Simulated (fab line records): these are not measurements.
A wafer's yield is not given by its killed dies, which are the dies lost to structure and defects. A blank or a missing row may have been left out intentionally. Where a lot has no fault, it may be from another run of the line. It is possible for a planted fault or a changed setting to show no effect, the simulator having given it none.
2 desks, one fault    flow gf180mcu    each desk holds nothing but its own numbers, with what lay behind them at the end

## AT THE TOOL OWNER'S DESK: furnace-02
The tool's own readings at GF_DUAL_GATE_OXIDATION_15 (stabilise 600 s, purge 300 s, target thk 7.098 nm): means of the sampled wafers that have a number, for each lot that ran on this tool. A lot is out of limits, marked OUT, if its mean lies more than 4 standard deviations from the usual mean; the brackets give that distance. Readings shown: 7 out of 8 (the first out of limits, and those lying furthest out on some lot).
Columns: A = spike-tc-bottom-C at GF_DUAL_GATE_OXIDATION_15, usual 870.7 C; B = spike-tc-centre-C at GF_DUAL_GATE_OXIDATION_15, usual 851.2 C; C = spike-tc-lower-C at GF_DUAL_GATE_OXIDATION_15, usual 850.4 C; D = spike-tc-top-C at GF_DUAL_GATE_OXIDATION_15, usual 861.3 C; E = spike-tc-upper-C at GF_DUAL_GATE_OXIDATION_15, usual 851.4 C; F = tube-center-temp-C at GF_DUAL_GATE_OXIDATION_15, usual 850 C; G = tube_center_temp_C_max at GF_DUAL_GATE_OXIDATION_15, usual 852.2
lot   first seen here  A      B                 C                 D                 E                 F              G
L811  day 9 14:31      880.9  858.5 (+6.1) OUT  857.2 (+6.2) OUT  871.4             859.8 (+7.0) OUT  858 (+99) OUT  859.3 (+22) OUT
L812  day 10 00:14     880.3  859.1 (+6.6) OUT  857.2 (+6.2) OUT  870.8             859.0 (+6.4) OUT  857 (+98) OUT  860.0 (+24) OUT
L813  day 10 06:50     881.8  859.2 (+6.6) OUT  857.0 (+6.0) OUT  872.3 (+4.1) OUT  859.6 (+6.9) OUT  857 (+98) OUT  859.6 (+22) OUT
L829  day 15 05:44     873.3  851.1             850.0             863.9             852.5             850            852.3
This desk finds L811, L812, L813 out of limits, L811 being first, at day 9 14:31 (spike-tc-centre-C at GF_DUAL_GATE_OXIDATION_15). L829 stayed within limits.

## THE METROLOGY DESK
Lot by lot, what the gauges showed, no matter which tool ran the lot: averages of those sampled wafers that carry a number. A lot is out of limits, marked OUT, if its mean lies more than 4 standard deviations from the usual mean; the brackets give that distance.
Columns: A = DUAL_GATE_OXIDATION_00_THK at GF_DUAL_GATE_THK_MEAS_03, usual 10.92 nm; B = DUAL_GATE_OVL at GF_DUAL_GATE_OVL_MEAS_11, usual 0.3 nm
lot   first seen here  A      B
L811  day 8 21:17      11.05  0.3
L812  day 9 05:58      10.69  -2.4
L813  day 9 12:08      10.84  -1.0
L822  day 12 06:08     11.10  0.4
L826  day 13 09:49     11.19  0.3
L827  day 13 16:05     10.76  -1.9
L829  day 14 07:10     11.12  -0.2
This desk's verdict: no lot among the 7 shows anything out of limits.

## PUT TOGETHER
On L811, L812, L813, at day 9 14:31, an alarm was possible from the tool owner's desk.
The metrology desk saw nothing out of limits.
The metrology desk has L811, L812, L813 on record, within its limits.
Every lot named ran GF_DUAL_GATE_OXIDATION_15 on furnace-02.

## WHAT THE SIMULATOR PUT IN
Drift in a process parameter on furnace-02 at GF_DUAL_GATE_OXIDATION_15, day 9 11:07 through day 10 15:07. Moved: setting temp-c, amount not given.
Shown lots that were struck: L811, L812, L813.
How many hours passed from the start of the fault until each desk's first out-of-limits reading: the tool owner's desk, 3.
